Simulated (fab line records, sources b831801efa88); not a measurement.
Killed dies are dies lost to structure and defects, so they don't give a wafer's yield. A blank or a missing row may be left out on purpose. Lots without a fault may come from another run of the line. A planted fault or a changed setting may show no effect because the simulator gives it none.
fab line records | flow gf180mcu | part 1 of 2: steps 1 to 26 of 35
record lots=5 wafers=15 last_day=33
route steps=602 shown V1@347 M2@362
lots that met no fault: from a run of the same line without faults
start_h: hours from the record's first day to the start of the lot's first wafer shown | wait_h: hours since the lot's step before | " the same as in the row above | L1.1+2: a row that stands for several wafers | - no value, or no start given | * or withheld: withheld | < > ~ a bound
route shown NAME@n: a module of which the file shows steps, and the number in the route of the first | usual: mean/standard deviation of fault-free wafers | same: alike in all rows | chamber/n: place in a boat | sites: the reading at each site | _std_site: their standard deviation | _edge_site: outer sites' mean less inner sites' | radius_mm: how far each site lies from the wafer's centre | mask NAME#n: copy n | behind: the tool/chamber that last shaped the wafer | hold: why the lot was held/for how many hours/how that ended | device: the transistor (n, p or np) that didn't switch | end of line: the same wafers' tests at the end of the route | a step without rows: its recipe alone | killed: dies lost to structure and defects at the first sort, not the wafer's yield | map: a wafer's dies, x killed, . not, _ none there
set.NAME: the setting as run; set.NAME@STEP: as run at that earlier step | model.NAME: the simulator's own value behind a step, which no gauge read
lots at some steps of the route; a table a step, a row a wafer
services: from which hour (start_h, from the record's first day; less than 0 if before it) a tool's chamber was out of use, for how many hours, and why
## steps
# step GF_V1_PEB_12
# recipe peb_temp_c=135 peb_time_s=90 resist=KrF
# usual heater_power_total_W=85.71/0.085
# columns lot.wafer tool chamber start_h wait_h heater_power_total_W
L076.1 litho_track-02 0 - - 85.82
L076.3 " 0 " " 85.79
L076.4 " 0 " " 85.84
L082.2 litho_track-02 0 - - 85.81
L082.3 " 0 " " 85.76
L082.5 " 0 " " 85.72
L083.1 litho_track-02 0 - - 85.71
L083.4 " 0 " " 85.83
L083.5 " 0 " " 85.74
L084.2 litho_track-04 0 - - 85.65
L084.3 " 0 " " 85.67
L084.4 " 0 " " 85.65
L092.2 litho_track-04 0 - - 85.80
L092.3 " 0 " " 85.58
L092.4 " 0 " " 85.79
# step GF_V1_DEVELOP_13
# recipe develop_time_s=60 resist=KrF dev_temp_c=21
# same develop_time_s=60
# columns lot.wafer tool chamber start_h wait_h
L076.1+3+4 litho_track-02 0 435.12 0.2
L082.2+3+5 litho_track-02 0 485.19 0.2
L083.1+4+5 litho_track-02 0 496.92 0.2
L084.2+3+4 litho_track-04 0 505.38 0.2
L092.2+3+4 litho_track-04 0 566.63 0.2
# step GF_V1_CD_MEAS_14
# recipe target_cd_nm=260
# usual cd_nm=260.0/1.5
# columns lot.wafer tool chamber start_h wait_h cd_nm
L076.1 cd_sem-01 - 435.27 0.1 261.2
L076.3 " - " " 262.3
L076.4 " - " " 262.2
L082.2 cd_sem-01 - 485.34 0.1 260.1
L082.3 " - " " 260.4
L082.5 " - " " 261.1
L083.1 cd_sem-02 - 497.07 0.1 260.6
L083.4 " - " " 261.0
L083.5 " - " " 261.4
L084.2 cd_sem-01 - 505.53 0.1 261.1
L084.3 " - " " 260.7
L084.4 " - " " 259.3
L092.2 cd_sem-02 - 566.78 0.1 258.2
L092.3 " - " " 258.3
L092.4 " - " " 258.7
# step GF_V1_OVL_MEAS_15
# usual V1_OVL=-1/6.2
# columns lot.wafer tool chamber start_h wait_h V1_OVL[nm]
L076.1 overlay-02 - 435.39 0.1 5
L076.3 " - " " 12
L076.4 " - " " 1
L082.2 overlay-01 - 485.44 0.1 4
L082.3 " - " " -5
L082.5 " - " " -2
L083.1 overlay-01 - 497.19 0.1 5
L083.4 " - " " -2
L083.5 " - " " 5
L084.2 overlay-01 - 505.64 0.1 3
L084.3 " - " " 0
L084.4 " - " " -1
L092.2 overlay-01 - 566.89 0.1 -5
L092.3 " - " " 3
L092.4 " - " " 1
# step GF_V1_ETCH_16
# recipe chemistry=N2/H2 target_depth_a=withheld overetch_a=withheld time_s=withheld target=BARC ion_energy_ev=200 source_w=500 bias_w=100 pressure_mtorr=30 n2_flow_sccm=100 h2_flow_sccm=200
# usual chamber_pressure_mTorr=29.996/0.028 drypump_motor_current_A=5.7/0.48 oes_product_au=0.855/0.005 throttle_valve_pct=13.224/0.0093
# columns lot.wafer tool chamber start_h wait_h chamber_pressure_mTorr drypump_motor_current_A oes_product_au throttle_valve_pct
L076.1 rie_diel-02 3 435.42 0.0 30.007 6.0 0.850 13.221
L076.3 " 2 " " 29.980 4.9 0.860 13.216
L076.4 " 0 " " 30.017 6.1 0.849 13.228
L082.2 rie_diel-02 3 485.47 0.0 29.943 6.0 0.855 13.239
L082.3 " 1 " " 30.009 4.8 0.853 13.230
L082.5 " 1 " " 29.991 4.9 0.867 13.228
L083.1 rie_diel-03 2 497.22 0.0 30.031 6.0 0.851 13.205
L083.4 " 0 " " 30.004 5.6 0.852 13.214
L083.5 " 3 " " 29.971 5.9 0.863 13.237
L084.2 rie_diel-03 1 505.67 0.0 30.013 5.6 0.856 13.235
L084.3 " 3 " " 29.985 5.9 0.847 13.219
L084.4 " 0 " " 29.969 5.6 0.855 13.223
L092.2 rie_diel-01 1 566.92 0.0 29.970 6.0 0.848 13.218
L092.3 " 0 " " 29.990 5.6 0.855 13.223
L092.4 " 2 " " 29.955 4.9 0.856 13.242
# step GF_V1_ETCH_17
# recipe chemistry=C4F8/O2/Ar mask_material=KrF target=SiO2 stop_on=TiN source_w=1500 bias_w=1200 pressure_mtorr=40 c4f8_flow_sccm=withheld O2_flow_sccm=6 Ar_flow_sccm=300 time_s=withheld target_depth_a=6300
# usual chamber_pressure_mTorr=40.01/0.036 oes_product_au=0.856/0.0045
# columns lot.wafer tool chamber start_h wait_h chamber_pressure_mTorr oes_product_au
L076.1 rie_diel-02 3 - - 40.06 0.858
L076.3 " 2 " " 39.99 0.861
L076.4 " 0 " " 40.05 0.852
L082.2 rie_diel-02 3 - - 40.05 0.865
L082.3 " 1 " " 39.97 0.854
L082.5 " 1 " " 40.00 0.852
L083.1 rie_diel-03 2 - - 40.04 0.856
L083.4 " 0 " " 40.00 0.850
L083.5 " 3 " " 40.01 0.859
L084.2 rie_diel-03 1 - - 40.02 0.856
L084.3 " 3 " " 39.96 0.858
L084.4 " 0 " " 39.96 0.859
L092.2 rie_diel-01 1 - - 39.96 0.856
L092.3 " 0 " " 40.01 0.861
L092.4 " 2 " " 40.02 0.848
# step GF_V1_STRIP_18
# recipe chemistry=O2/N2 power_w=1400 pressure_mtorr=1500 platen_temp_c=250 o2_flow_sccm=3000 n2_flow_sccm=300 overash_fraction=0.5
# usual chamber_pressure_mTorr=1500.0/1.4 drypump_motor_current_A=5.8/0.36 heater_power_w=357/29 oes_product_au=0.592/0.0057
# columns lot.wafer tool chamber start_h wait_h chamber_pressure_mTorr drypump_motor_current_A heater_power_w oes_product_au rf_hours_counter_h
L076.1 plasma_asher-03 1 435.55 - 1499.6 6.5 336 0.584 0
L076.3 " 1 " " 1498.7 6.5 325 0.594 -
L076.4 " 0 " " 1500.1 5.6 330 0.586 -
L082.2 plasma_asher-03 1 485.60 - 1499.2 6.5 329 0.583 6
L082.3 " 1 " " 1501.5 6.5 315 0.598 -
L082.5 " 0 " " 1499.9 5.6 337 0.590 -
L083.1 plasma_asher-03 1 497.35 - 1498.2 6.5 313 0.586 7
L083.4 " 0 " " 1499.6 5.6 324 0.602 -
L083.5 " 0 " " 1501.1 5.6 323 0.597 -
L084.2 plasma_asher-03 0 505.79 - 1500.8 5.6 330 0.590 8
L084.3 " 0 " " 1499.1 5.6 324 0.594 -
L084.4 " 1 " " 1502.2 6.5 329 0.584 -
L092.2 plasma_asher-03 0 567.04 - 1500.9 5.7 333 0.594 14
L092.3 " 1 " " 1500.2 6.5 328 0.589 -
L092.4 " 0 " " 1501.0 5.6 330 0.597 -
# step GF_V1_STRIP_19
# recipe chemistry=post_etch_residue_remover time_s=1200 temp_c=72.5
# columns lot.wafer tool chamber start_h wait_h
L076.1+3+4 wet_bench-02 1 435.65 0.1
L082.2+3+5 wet_bench-03 2 485.70 0.1
L083.1+4+5 wet_bench-03 1 497.45 0.1
L084.2+3+4 wet_bench-03 2 505.89 0.1
L092.2+3+4 wet_bench-01 1 567.14 0.1
# step GF_V1_CLEAN_20
# recipe chemistry=DIW dry=n2_spin
# columns lot.wafer tool chamber start_h wait_h
L076.1+3+4 wet_bench-01 2 435.99 0.0
L082.2+3+5 wet_bench-02 2 486.07 0.0
L083.1+4+5 wet_bench-02 0 497.86 0.0
L084.2+3+4 wet_bench-01 2 506.24 0.0
L092.2+3+4 wet_bench-03 3 567.49 0.0
# step GF_V1_SPUTTER_21
# recipe material=Ti target_thk_nm=15 chamber_pressure_pa=5 power_w=2500 substrate_temp_c=200 time_s=80.02
# usual throttle_valve_pct=30.2/0.99
# columns lot.wafer tool chamber start_h wait_h throttle_valve_pct
L076.1 pvd_sputter-04 - 436.18 0.0 29.5
L076.3 " - " " 29.0
L076.4 " - " " 29.8
L082.2 pvd_sputter-01 - 486.17 0.0 30.0
L082.3 " - " " 29.8
L082.5 " - " " 29.7
L083.1 pvd_sputter-01 - 497.95 0.0 31.3
L083.4 " - " " 30.9
L083.5 " - " " 30.0
L084.2 pvd_sputter-01 - 506.33 0.0 29.7
L084.3 " - " " 30.8
L084.4 " - " " 30.0
L092.2 pvd_sputter-04 - 567.58 0.0 32.2
L092.3 " - " " 28.7
L092.4 " - " " 29.4
# step GF_V1_SPUTTER_22
# recipe material=TiN target_thk_nm=10 chamber_pressure_pa=5 power_w=4000 time_s=40
# usual throttle_valve_pct=30.2/0.98
# columns lot.wafer tool chamber start_h wait_h throttle_valve_pct
L076.1 pvd_sputter-04 - 436.24 0.0 29.3
L076.3 " - " " 28.7
L076.4 " - " " 29.9
L082.2 pvd_sputter-01 - 486.23 0.0 30.2
L082.3 " - " " 29.8
L082.5 " - " " 29.8
L083.1 pvd_sputter-01 - 498.01 0.0 31.0
L083.4 " - " " 31.0
L083.5 " - " " 30.1
L084.2 pvd_sputter-01 - 506.39 0.0 29.9
L084.3 " - " " 30.9
L084.4 " - " " 30.1
L092.2 pvd_sputter-04 - 567.64 0.0 32.2
L092.3 " - " " 28.9
L092.4 " - " " 29.6
# step GF_V1_CVD_23
# recipe material=W target_thk_nm=350 time_s=105.05 temp_c=400 pressure_torr=40
# usual heater_power_outer_w=508/54 heater_power_w=842/84
# columns lot.wafer tool chamber start_h wait_h heater_power_outer_w heater_power_w
L076.1 cvd_w-02 1 436.28 0.0 469 748
L076.3 " 1 " " 474 772
L076.4 " 0 " " 477 780
L082.2 cvd_w-01 0 486.27 0.0 603 961
L082.3 " 0 " " 597 1003
L082.5 " 0 " " 611 999
L083.1 cvd_w-01 0 498.05 0.0 607 1010
L083.4 " 1 " " 484 830
L083.5 " 0 " " 600 971
L084.2 cvd_w-01 1 506.43 0.0 488 837
L084.3 " 1 " " 499 833
L084.4 " 0 " " 604 977
L092.2 cvd_w-02 1 567.68 0.0 474 782
L092.3 " 0 " " 486 802
L092.4 " 1 " " 485 768
# step GF_V1_RS_MEAS_24
# recipe thk_meas_gauge=four-point-probe reads=W_of_V1_CVD_23+TiN_of_V1_SPUTTER_22+Ti_of_V1_SPUTTER_21
# usual V1_W_RS=0.328/0.0048
# columns lot.wafer tool chamber start_h wait_h V1_W_RS[ohm/sq]
L076.1 film_metro-02 - 436.39 0.1 0.327
L076.3 " - " " 0.328
L076.4 " - " " 0.336
L082.2 film_metro-03 - 486.40 0.1 0.329
L082.3 " - " " 0.332
L082.5 " - " " 0.334
L083.1 film_metro-03 - 498.16 0.1 0.328
L083.4 " - " " 0.328
L083.5 " - " " 0.329
L084.2 film_metro-02 - 506.56 0.1 0.325
L084.3 " - " " 0.325
L084.4 " - " " 0.323
L092.2 film_metro-02 - 567.81 0.1 0.325
L092.3 " - " " 0.335
L092.4 " - " " 0.325
# step GF_V1_THK_MEAS_25
# recipe thk_meas_gauge=xrf reads=W_of_V1_CVD_23
# usual V1_W_THK=344/6.4
# columns lot.wafer tool chamber start_h wait_h V1_W_THK[nm]
L076.1 film_metro-02 - 436.51 0.1 347
L076.3 " - " " 349
L076.4 " - " " 337
L082.2 film_metro-03 - 486.51 0.1 339
L082.3 " - " " 336
L082.5 " - " " 330
L083.1 film_metro-03 - 498.28 0.1 339
L083.4 " - " " 339
L083.5 " - " " 336
L084.2 film_metro-02 - 506.67 0.1 351
L084.3 " - " " 352
L084.4 " - " " 353
L092.2 film_metro-02 - 567.92 0.1 352
L092.3 " - " " 338
L092.4 " - " " 350
# step GF_V1_CMP_26
# recipe stop_on=SiO2 down_force_psi=3.5 platen_rpm=60 t_overpolish_s=15 target_thk_nm=0 pad_velocity_m_s=0.94248
# usual motor_current_A=10.1/1.4 overpolish_run_s=15.001/0.0087 time_to_endpoint_s=85/3.9
# columns lot.wafer tool chamber start_h wait_h motor_current_A overpolish_run_s time_to_endpoint_s
L076.3 cmp-02 2 436.57 0.0 9.7 15.000 80
L076.1 " 3 " " 12.3 14.986 81
L076.4 " 1 " " 11.8 14.993 85
L082.3 cmp-02 3 486.61 0.1 11.8 14.988 86
L082.2 " 0 " " 7.8 15.017 91
L082.5 " 3 " " 11.8 15.004 83
L083.1 cmp-02 2 498.44 0.1 9.7 14.981 84
L083.4 " 3 " " 11.7 15.001 85
L083.5 " 0 " " 7.9 14.989 88
L084.2 cmp-01 2 506.77 0.1 8.4 15.006 81
L084.4 " 3 " " 10.9 15.004 79
L084.3 " 0 " " 9.7 14.998 88
L092.2 cmp-02 1 567.97 0.0 11.8 15.010 91
L092.4 " 3 " " 11.4 15.014 87
L092.3 " 0 " " 8.1 15.007 86
# step GF_M2_SPUTTER_00
# recipe material=Ti target_thk_nm=37.5 arriving_ion_energy_ev=80 substrate_temp_c=200 chamber_pressure_pa=2 power_w=4000 time_s=150
# usual throttle_valve_pct=29.9/0.77
# columns lot.wafer tool chamber start_h wait_h throttle_valve_pct
L076.1 pvd_sputter-02 - 436.87 0.2 30.5
L076.3 " - " " 29.9
L076.4 " - " " 29.9
L082.2 pvd_sputter-02 - 486.86 0.1 29.8
L082.3 " - " " 29.7
L082.5 " - " " 29.7
L083.1 pvd_sputter-03 - 498.64 0.1 30.8
L083.4 " - " " 28.8
L083.5 " - " " 28.7
L084.2 pvd_sputter-03 - 507.02 0.2 30.1
L084.3 " - " " 28.7
L084.4 " - " " 30.9
L092.2 pvd_sputter-01 - 568.27 0.2 30.8
L092.3 " - " " 29.9
L092.4 " - " " 30.1
# step GF_M2_SPUTTER_01
# recipe material=TiN target_thk_nm=30 power_w=6500 time_s=25 chamber_pressure_pa=0.4
# usual throttle_valve_pct=29.9/0.78
# columns lot.wafer tool chamber start_h wait_h throttle_valve_pct
L076.1 pvd_sputter-02 - 436.97 0.1 30.5
L076.3 " - " " 29.7
L076.4 " - " " 30.2
L082.2 pvd_sputter-02 - 486.96 0.1 30.0
L082.3 " - " " 29.7
L082.5 " - " " 29.9
L083.1 pvd_sputter-03 - 498.74 0.1 30.6
L083.4 " - " " 28.7
L083.5 " - " " 28.4
L084.2 pvd_sputter-03 - 507.12 0.1 30.6
L084.3 " - " " 28.9
L084.4 " - " " 31.1
L092.2 pvd_sputter-01 - 568.37 0.1 30.7
L092.3 " - " " 29.6
L092.4 " - " " 30.2
# step GF_M2_SPUTTER_02
# recipe material=AlCu target_thk_nm=450 power_w=10600 time_s=23.9 chamber_pressure_pa=0.4
# usual throttle_valve_pct=29.9/0.77
# columns lot.wafer tool chamber start_h wait_h throttle_valve_pct
L076.1 pvd_sputter-02 - 437.00 0.0 30.3
L076.3 " - " " 29.9
L076.4 " - " " 30.1
L082.2 pvd_sputter-02 - 486.99 0.0 30.0
L082.3 " - " " 29.6
L082.5 " - " " 29.9
L083.1 pvd_sputter-03 - 498.77 0.0 31.0
L083.4 " - " " 28.7
L083.5 " - " " 28.7
L084.2 pvd_sputter-03 - 507.15 0.0 30.6
L084.3 " - " " 28.7
L084.4 " - " " 30.7
L092.2 pvd_sputter-01 - 568.40 0.0 31.0
L092.3 " - " " 29.9
L092.4 " - " " 29.9
# step GF_M2_SPUTTER_03
# recipe material=Ti target_thk_nm=10 substrate_temp_c=300 chamber_pressure_pa=0.3 power_w=3000 time_s=6.7
# usual throttle_valve_pct=30.0/0.78
# columns lot.wafer tool chamber start_h wait_h throttle_valve_pct
L076.1 pvd_sputter-02 - 437.03 0.0 30.5
L076.3 " - " " 29.8
L076.4 " - " " 30.1
L082.2 pvd_sputter-02 - 487.02 0.0 29.9
L082.3 " - " " 30.1
L082.5 " - " " 29.8
L083.1 pvd_sputter-03 - 498.80 0.0 30.9
L083.4 " - " " 28.8
L083.5 " - " " 28.9
L084.2 pvd_sputter-03 - 507.18 0.0 30.5
L084.3 " - " " 28.6
L084.4 " - " " 31.0
L092.2 pvd_sputter-01 - 568.43 0.0 30.9
L092.3 " - " " 30.0
L092.4 " - " " 29.7
# step GF_M2_SPUTTER_04
# recipe material=TiN target_thk_nm=50 power_w=6500 time_s=40.58 chamber_pressure_pa=0.4
# usual throttle_valve_pct=30.0/0.77
# columns lot.wafer tool chamber start_h wait_h throttle_valve_pct
L076.1 pvd_sputter-02 - 437.05 0.0 30.3
L076.3 " - " " 29.8
L076.4 " - " " 30.3
L082.2 pvd_sputter-02 - 487.04 0.0 30.0
L082.3 " - " " 30.1
L082.5 " - " " 30.2
L083.1 pvd_sputter-03 - 498.82 0.0 31.2
L083.4 " - " " 29.0
L083.5 " - " " 28.8
L084.2 pvd_sputter-03 - 507.20 0.0 30.6
L084.3 " - " " 28.8
L084.4 " - " " 30.6
L092.2 pvd_sputter-01 - 568.45 0.0 30.9
L092.3 " - " " 29.9
L092.4 " - " " 30.1
# step GF_M2_RS_MEAS_05
# recipe thk_meas_gauge=four-point-probe reads=TiN_of_M2_SPUTTER_04+Ti_of_M2_SPUTTER_03+AlCu_of_M2_SPUTTER_02+TiN_of_M2_SPUTTER_01+Ti_of_M2_SPUTTER_00
# usual M2_ALCU_RS=0.0696/0.00077
# columns lot.wafer tool chamber start_h wait_h M2_ALCU_RS[ohm/sq]
L076.1 film_metro-01 - 437.11 0.0 0.0691
L076.3 " - " " 0.0692
L076.4 " - " " 0.0701
L082.2 film_metro-02 - 487.10 0.0 0.0692
L082.3 " - " " 0.0691
L082.5 " - " " 0.0686
L083.1 film_metro-02 - 498.86 0.0 0.0692
L083.4 " - " " 0.0703
L083.5 " - " " 0.0699
L084.2 film_metro-02 - 507.26 0.0 0.0693
L084.3 " - " " 0.0694
L084.4 " - " " 0.0692
L092.2 film_metro-03 - 568.51 0.0 0.0711
L092.3 " - " " 0.0705
L092.4 " - " " 0.0699
# step GF_M2_THK_MEAS_06
# recipe thk_meas_gauge=xrf reads=AlCu_of_M2_SPUTTER_02
# usual M2_ALCU_THK=452/4.8
# columns lot.wafer tool chamber start_h wait_h M2_ALCU_THK[nm]
L076.1 film_metro-01 - 437.23 0.1 458
L076.3 " - " " 457
L076.4 " - " " 449
L082.2 film_metro-02 - 487.21 0.1 454
L082.3 " - " " 455
L082.5 " - " " 460
L083.1 film_metro-02 - 498.98 0.1 456
L083.4 " - " " 449
L083.5 " - " " 450
L084.2 film_metro-02 - 507.37 0.1 453
L084.3 " - " " 453
L084.4 " - " " 452
L092.2 film_metro-03 - 568.62 0.1 444
L092.3 " - " " 447
L092.4 " - " " 451
# step GF_M2_DEHYDRATE_07
# recipe temp_c=200 time_s=60
# usual heater_power_total_W=160.38/0.13
# columns lot.wafer tool chamber start_h wait_h heater_power_total_W
L076.1 litho_track-01 0 448.73 11.5 160.21
L076.3 " 0 " " 160.36
L076.4 " 0 " " 160.43
L082.2 litho_track-02 0 498.59 11.4 160.39
L082.3 " 0 " " 160.32
L082.5 " 0 " " 160.30
L083.1 litho_track-04 0 510.21 11.2 160.47
L083.4 " 0 " " 160.19
L083.5 " 0 " " 160.35
L084.2 litho_track-02 0 518.29 10.9 160.35
L084.3 " 0 " " 160.54
L084.4 " 0 " " 160.29
L092.2 litho_track-04 0 579.18 10.6 160.18
L092.3 " 0 " " 160.46
L092.4 " 0 " " 160.24
# step GF_M2_HMDS_08
# recipe prime_time_s=60 prime_temp_c=120
# columns lot.wafer tool chamber start_h wait_h
L076.1+3+4 litho_track-01 0 448.88 0.1
L082.2+3+5 litho_track-02 0 498.74 0.1
L083.1+4+5 litho_track-04 0 510.36 0.1
L084.2+3+4 litho_track-02 0 518.44 0.1
L092.2+3+4 litho_track-04 0 579.33 0.1
# step GF_M2_COAT_09
# recipe resist=KrF spin_rpm=withheld resist_thk_nm=1000
# columns lot.wafer tool chamber start_h wait_h
L076.1+3+4 litho_track-01 0 449.03 0.1
L082.2+3+5 litho_track-02 0 498.89 0.1
L083.1+4+5 litho_track-04 0 510.51 0.1
L084.2+3+4 litho_track-02 0 518.59 0.1
L092.2+3+4 litho_track-04 0 579.48 0.1
# step GF_M2_SOFTBAKE_10
# recipe temp_c=130 time_s=60 resist=KrF
# usual heater_power_total_W=93.06/0.056
# columns lot.wafer tool chamber start_h wait_h heater_power_total_W
L076.1 litho_track-01 0 449.18 0.1 93.01
L076.3 " 0 " " 93.07
L076.4 " 0 " " 93.12
L082.2 litho_track-02 0 499.04 0.1 93.05
L082.3 " 0 " " 93.12
L082.5 " 0 " " 93.10
L083.1 litho_track-04 0 510.66 0.1 92.91
L083.4 " 0 " " 93.03
L083.5 " 0 " " 93.05
L084.2 litho_track-02 0 518.74 0.1 93.03
L084.3 " 0 " " 93.08
L084.4 " 0 " " 93.10
L092.2 litho_track-04 0 579.63 0.1 92.96
L092.3 " 0 " " 93.09
L092.4 " 0 " " 93.14
